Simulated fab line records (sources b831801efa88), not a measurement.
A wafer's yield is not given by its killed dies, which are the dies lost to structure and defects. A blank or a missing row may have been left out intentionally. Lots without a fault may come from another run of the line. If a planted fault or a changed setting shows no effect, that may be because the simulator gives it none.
Which tool was responsible? :: flow sky130 :: Sampling: 6 lots, 18 wafers, 3 of 708 route steps

## WHAT THE GAUGES READ, wafer by wafer
SKY_VT_ADJUST_HVTP_CD_MEAS_07: the cd target is 380 nm.
lot: L713
measured: day 6 16:53
on: cd_sem-01
cd_nm (nm): 383.1 381.0 379.3

lot: L719
measured: day 8 03:14
on: cd_sem-01
cd_nm (nm): 382.0 381.0 383.7

lot: L726
measured: day 9 23:37
on: cd_sem-01
cd_nm (nm): 369.6 370.9 371.9 369.5 370.5 372.5

lot: L728
measured: day 10 14:25
on: cd_sem-02
cd_nm (nm): 382.3 384.0 382.3

lot: L730
measured: day 11 03:06
on: cd_sem-01
cd_nm (nm): 380.6 384.3 383.8

lot: L733
measured: day 12 00:17
on: cd_sem-01
cd_nm (nm): 380.5 380.8 380.4

## EACH LOT AND THE TOOL THAT RAN IT (in order: tool; ch and the chambers of the sampled wafers; start)
lot: L713
SKY_NWELL_STRIP_25: plasma_asher-03 ch 0,1, day 5 22:26
SKY_VT_ADJUST_HVTP_DEVELOP_06: litho_track-04 ch 0, day 6 16:44

lot: L719
SKY_NWELL_STRIP_25: plasma_asher-04 ch 0,1, day 7 06:26
SKY_VT_ADJUST_HVTP_DEVELOP_06: litho_track-01 ch 0, day 8 03:06

lot: L726
SKY_NWELL_STRIP_25: plasma_asher-04 ch 0,1, day 9 01:16
SKY_VT_ADJUST_HVTP_DEVELOP_06: litho_track-04 ch 0, day 9 23:28

lot: L728
SKY_NWELL_STRIP_25: plasma_asher-01 ch 0,1, day 9 15:58
SKY_VT_ADJUST_HVTP_DEVELOP_06: litho_track-01 ch 0, day 10 14:16

lot: L730
SKY_NWELL_STRIP_25: plasma_asher-04 ch 0,1, day 10 05:28
SKY_VT_ADJUST_HVTP_DEVELOP_06: litho_track-02 ch 0, day 11 02:57

lot: L733
SKY_NWELL_STRIP_25: plasma_asher-04 ch 0,1, day 10 23:34
SKY_VT_ADJUST_HVTP_DEVELOP_06: litho_track-02 ch 0, day 12 00:09
- SKY_NWELL_STRIP_25: strips in O2/N2.
- SKY_VT_ADJUST_HVTP_DEVELOP_06: develop time 60 s.

## THE ANSWER, worked out from the rows above alone
Rule: usual is defined by the lots themselves. Put in order of their means at a reading, lots are off if they are a third of the lots or fewer, leave a main group of 4 or more, and stand apart from it by a gap of 3 or more times the standard deviation of the main group's means; of several such gaps the widest counts. Not used: any main group whose means are identical at the precision the tables above print for the reading. Also off: a lot with no number at a reading for which 4 or more lots have one. All remaining lots with rows at the step are treated as sound.
Off: L726, at SKY_VT_ADJUST_HVTP_CD_MEAS_07 (cd_nm). For the main group the mean is 381.9 nm and the standard deviation 0.94.
A tool fits if, at a process step before that reading, it ran every lot that is off, and no sound lot after the first of them. Those tools and the gauges at SKY_VT_ADJUST_HVTP_CD_MEAS_07 are tried in the same way. One fits: litho_track-04 at SKY_VT_ADJUST_HVTP_DEVELOP_06. Its last sound lot is L713 (day 6 16:44), its first lot that is off L726 (day 9 23:28): a fault that began between those two fits.

## WHAT HAD BEEN PUT IN BY THE SIMULATOR
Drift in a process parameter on litho_track-04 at SKY_VT_ADJUST_HVTP_DEVELOP_06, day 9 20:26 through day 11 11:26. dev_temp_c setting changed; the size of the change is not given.
Shown lots that were struck: L726. Same finding as the rule above.
